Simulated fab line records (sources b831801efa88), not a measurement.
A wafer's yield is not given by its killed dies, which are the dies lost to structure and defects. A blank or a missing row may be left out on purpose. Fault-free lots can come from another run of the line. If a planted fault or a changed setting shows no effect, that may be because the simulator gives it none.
Chamber matching || flow sky130 || SKY_CONTACT_CMP_27 on cmp-02 has 4 sister chambers
The step polishes, stops on SiO2, t overpolish 15 s, target thk 0 nm. 4 wafers are shown with their chamber, then 8 later ones without.

WAFERS WITH THEIR CHAMBER
{"wafer": "L645.5", "chamber": 1, "motor-current-A (A)": 10.9}
{"wafer": "L648.1", "chamber": 2, "motor-current-A (A)": 11.9}
{"wafer": "L648.2", "chamber": 3, "motor-current-A (A)": 9.0}
{"wafer": "L649.1", "chamber": 0, "motor-current-A (A)": 10.6}

WAFERS MISSING THEIR CHAMBER
{"wafer": "L649.2", "motor-current-A (A)": 9.9}
{"wafer": "L649.4", "motor-current-A (A)": 12.2}
{"wafer": "L651.3", "motor-current-A (A)": 12.0}
{"wafer": "L651.4", "motor-current-A (A)": 10.2}
{"wafer": "L651.5", "motor-current-A (A)": 11.5}
{"wafer": "L650.1", "motor-current-A (A)": 9.9}
{"wafer": "L650.3", "motor-current-A (A)": 9.0}
{"wafer": "L650.6", "motor-current-A (A)": 9.1}

EACH ONE'S CHAMBER
{"wafer": "L649.2", "from the rows above": "can't be placed: 0 or 3 or 1", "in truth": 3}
{"wafer": "L649.4", "from the rows above": 2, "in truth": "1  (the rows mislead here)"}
{"wafer": "L651.3", "from the rows above": 2, "in truth": 2}
{"wafer": "L651.4", "from the rows above": "can't be placed: 0 or 1 or 3", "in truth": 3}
{"wafer": "L651.5", "from the rows above": "can't be placed: 2 or 1 or 0", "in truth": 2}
{"wafer": "L650.1", "from the rows above": "can't be placed: 0 or 3 or 1", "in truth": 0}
{"wafer": "L650.3", "from the rows above": 3, "in truth": 3}
{"wafer": "L650.6", "from the rows above": 3, "in truth": 3}
Correctly placed: 3 of 8. Not placeable from these rows: 4 (in 4, the candidates include the true chamber). 1 placed wrongly.
How it was worked out, from the rows above alone: a wafer's distance from a chamber is the root of the sum, over the readings, of the square of ((its reading less the chamber's mean) divided by the reading's scatter). If the next closest chamber is less than 2 further off than the closest, the wafer can't be placed; otherwise it belongs to the closest. A chamber's mean is the mean of its shown wafers. The scatter: with one shown wafer a chamber, the root of the mean of the squares of how far each hidden wafer lies from its nearest shown one.
